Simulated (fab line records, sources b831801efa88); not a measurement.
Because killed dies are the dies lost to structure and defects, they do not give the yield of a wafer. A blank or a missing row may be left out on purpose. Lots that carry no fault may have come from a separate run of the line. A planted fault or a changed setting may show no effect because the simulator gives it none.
Which of the tools did it? || flow sky130 || 7 lots, 20 wafers sampled, at 2 steps of a route of 708

== WHAT THE GAUGES READ, wafer by wafer ==
SKY_CONTACT_THK_MEAS_03.
{"lot": "L862", "measured": "day 32 01:38", "on": "filmMetro-03", "CONTACT_HDPCVD_THK (nm)": "567 561 564"}
{"lot": "L867", "measured": "day 32 18:53", "on": "filmMetro-04", "CONTACT_HDPCVD_THK (nm)": "572 450 453"}
{"lot": "L868", "measured": "day 33 05:44", "on": "filmMetro-04", "CONTACT_HDPCVD_THK (nm)": "561 440"}
{"lot": "L876", "measured": "day 35 21:47", "on": "filmMetro-04", "CONTACT_HDPCVD_THK (nm)": "567 569 570"}
{"lot": "L879", "measured": "day 36 10:12", "on": "filmMetro-03", "CONTACT_HDPCVD_THK (nm)": "558 560 561"}
{"lot": "L881", "measured": "day 36 21:04", "on": "filmMetro-02", "CONTACT_HDPCVD_THK (nm)": "560 565 570"}
{"lot": "L882", "measured": "day 37 08:46", "on": "filmMetro-03", "CONTACT_HDPCVD_THK (nm)": "573 567 569"}

== WHICH TOOL RAN EACH LOT (tool, then ch and the chambers of the sampled wafers, then the start) ==
{"lot": "L862", "SKY_CONTACT_HDPCVD_02": "hdpcvd-01 ch 0,2, day 32 01:34"}
{"lot": "L867", "SKY_CONTACT_HDPCVD_02": "hdpcvd-01 ch 1,2, day 32 18:49"}
{"lot": "L868", "SKY_CONTACT_HDPCVD_02": "hdpcvd-01 ch 1,2, day 33 05:40"}
{"lot": "L876", "SKY_CONTACT_HDPCVD_02": "hdpcvd-02 ch 0,2, day 35 21:41"}
{"lot": "L879", "SKY_CONTACT_HDPCVD_02": "hdpcvd-02 ch 0,2, day 36 10:06"}
{"lot": "L881", "SKY_CONTACT_HDPCVD_02": "hdpcvd-01 ch 0,1,2, day 36 21:00"}
{"lot": "L882", "SKY_CONTACT_HDPCVD_02": "hdpcvd-02 ch 0,1,2, day 37 08:42"}
- SKY_CONTACT_HDPCVD_02: deposits SiO2, target thk 565 nm, time 94.2 s.

== THE ANSWER, worked out from the rows above alone ==
Rule: what is usual is taken from the lots themselves. Put in order of their means at a reading, lots are off if they are a third of the lots or fewer, leave a main group of 4 or more, and stand apart from it by a gap of 3 or more times the standard deviation of the main group's means; of several such gaps the widest counts. The tables above print the reading to a certain number of digits; a main group whose means all agree to those digits is not used. A lot without any number at a reading at which 4 lots or more have one is off too. The other lots that the step has rows for count as sound.
Off: L867, L868, at SKY_CONTACT_THK_MEAS_03 (CONTACT_HDPCVD_THK). Mean 565 nm and standard deviation 3.6 in the main group.
If a tool, at a process step before that reading, ran all the lots that are off and no sound lot after the first of them, it fits. Gauges at SKY_CONTACT_THK_MEAS_03: tried the same way as those tools. No candidate that was tried fits.

== WHAT THE SIMULATOR PUT IN ==
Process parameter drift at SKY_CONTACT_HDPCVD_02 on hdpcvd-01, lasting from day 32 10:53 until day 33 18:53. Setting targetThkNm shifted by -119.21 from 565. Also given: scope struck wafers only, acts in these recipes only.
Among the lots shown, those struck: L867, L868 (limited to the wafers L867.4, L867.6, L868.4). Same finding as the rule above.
